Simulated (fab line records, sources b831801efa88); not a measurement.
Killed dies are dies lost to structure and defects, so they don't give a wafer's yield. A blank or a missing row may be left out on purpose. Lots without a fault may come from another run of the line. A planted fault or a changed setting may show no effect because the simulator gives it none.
Chamber matching | flow sky130 | SKY_POLY_CUT_ETCH_11 on rie_diel-03: 4 sister chambers
The step etches Si3N4 in CF4/CH2F2/Ar, stops on poly-Si, time 42.5 s, target depth 60 nm. 4 wafers are shown with their chamber, then 7 later ones without.

WAFERS WITH THEIR CHAMBER
wafer  | chamber | drypump_motor_current_A (A)
L081.6 | 0       | 5.0
L088.5 | 2       | 5.7
L089.1 | 1       | 5.6
L089.4 | 3       | 6.0

WAFERS WITHOUT THEIR CHAMBER
wafer  | drypump_motor_current_A (A)
L089.6 | 5.7
L092.3 | 6.0
L092.4 | 5.6
L092.5 | 6.0
L096.3 | 5.0
L096.4 | 6.1
L096.6 | 5.7

WHICH CHAMBER EACH WENT THROUGH
wafer  | from the rows above | in truth
L089.6 | 2                   | 2
L092.3 | 3                   | 3
L092.4 | 1                   | 1
L092.5 | 3                   | 3
L096.3 | 0                   | 0
L096.4 | 3                   | 3
L096.6 | 2                   | 2
Placed correctly: 7 of 7. Can't be placed from these rows: 0. Placed wrongly: 0.
How it was worked out, from the rows above alone: a wafer's distance from a chamber is the root of the sum, over the readings, of the square of ((its reading less the chamber's mean) divided by the reading's scatter). The wafer belongs to the nearest chamber; if the next one is less than 2 further off, it can't be placed. A chamber's mean is the mean of its shown wafers. The scatter: with one shown wafer a chamber, the root of the mean of the squares of how far each hidden wafer lies from its nearest shown one.
